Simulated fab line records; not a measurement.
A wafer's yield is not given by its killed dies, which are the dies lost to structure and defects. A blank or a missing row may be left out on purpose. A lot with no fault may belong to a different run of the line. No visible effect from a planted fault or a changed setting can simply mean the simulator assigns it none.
One fault seen from 2 desks || flow gf180mcu || each desk has only its own numbers; what lay behind them comes last

TOOL OWNER'S DESK, krf_scanner-02
The tool's own readings at GF_M4_EXPOSE_11 (exposes mask Metal4, target cd 280 nm): means of the sampled wafers that have a number, for each lot that ran on this tool. If a lot's mean is further than 4 standard deviations from the usual mean, the lot is out of limits and carries the mark OUT (the distance appears in the brackets).
Columns: A = exposure_dose_mJ_cm2 at GF_M4_EXPOSE_11, usual 27.998
{"lot": "L510", "first seen here": "day 22 20:46", "A": 27.976}
{"lot": "L512", "first seen here": "day 23 20:07", "A": 28.043}
{"lot": "L513", "first seen here": "day 24 00:22", "A": 28.020}
{"lot": "L514", "first seen here": "day 24 10:17", "A": 27.988}
{"lot": "L515", "first seen here": "day 24 19:11", "A": 28.003}
{"lot": "L518", "first seen here": "day 25 16:29", "A": 27.970}
{"lot": "L519", "first seen here": "day 25 23:40", "A": 28.018}
{"lot": "L520", "first seen here": "day 26 14:14", "A": 27.996}
{"lot": "L521", "first seen here": "day 26 20:34", "A": 27.977}
{"lot": "L531", "first seen here": "day 29 14:23", "A": "26.067 (-67) OUT"}
This desk's finding: out of limits on L531; first on L531, day 29 14:23 (exposure_dose_mJ_cm2 at GF_M4_EXPOSE_11). Within limits: L510, L512, L513, L514, L515, L518, L519, L520, L521.

THE METROLOGY DESK
Lot by lot, what the gauges showed, no matter which tool ran the lot: averages of those sampled wafers that carry a number. If a lot's mean is further than 4 standard deviations from the usual mean, the lot is out of limits and carries the mark OUT (the distance appears in the brackets).
Columns: A = V3_BOW at GF_V3_BOW_MEAS_05, usual 117 um; B = M4_ALCU_THK at GF_M4_THK_MEAS_06, usual 452 nm; C = cd_nm at GF_M4_CD_MEAS_14, usual 280.1 nm
{"lot": "L510", "first seen here": "day 21 07:35", "A": 125, "B": 450, "C": 278.8}
{"lot": "L512", "first seen here": "day 22 08:11", "A": 120, "B": 460, "C": 281.1}
{"lot": "L513", "first seen here": "day 22 12:54", "A": 107, "B": 456, "C": 281.4}
{"lot": "L514", "first seen here": "day 22 22:53", "A": 111, "B": 449, "C": 281.4}
{"lot": "L515", "first seen here": "day 23 08:32", "A": 115, "B": 448, "C": 278.5}
{"lot": "L518", "first seen here": "day 24 06:34", "A": 120, "B": 451, "C": 280.1}
{"lot": "L519", "first seen here": "day 24 13:16", "A": 116, "B": 443, "C": 280.4}
{"lot": "L520", "first seen here": "day 25 04:32", "A": 116, "B": 441, "C": 280.2}
{"lot": "L521", "first seen here": "day 25 11:32", "A": 107, "B": 454, "C": 277.7}
{"lot": "L523", "first seen here": "day 25 19:55", "A": 119, "B": 453, "C": 278.9}
{"lot": "L524", "first seen here": "day 26 07:47", "A": 120, "B": 453, "C": 280.2}
{"lot": "L531", "first seen here": "day 28 07:41", "A": 106, "B": 457, "C": "216.5 (-53) OUT"}
This desk's finding: out of limits on L531; first on L531, day 29 23:16 (cd_nm at GF_M4_CD_MEAS_14). Within limits: L510, L512, L513, L514, L515, L518, L519, L520, L521, L523, L524.

ALL TOGETHER
The tool owner's desk could have raised an alarm at day 29 14:23, on L531.
An alarm was possible from the metrology desk at day 29 23:16, on L531.
Of the lots named, all ran GF_M4_EXPOSE_11 on krf_scanner-02.

WHAT WAS PUT IN BY THE SIMULATOR
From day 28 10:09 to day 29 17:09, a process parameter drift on krf_scanner-02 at GF_M4_EXPOSE_11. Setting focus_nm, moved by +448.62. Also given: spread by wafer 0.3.
Shown lots that were struck: L531.
Delay (hours) between the fault's onset and each desk's first out-of-limits reading: 28 at the tool owner's desk, 37 at the metrology desk.
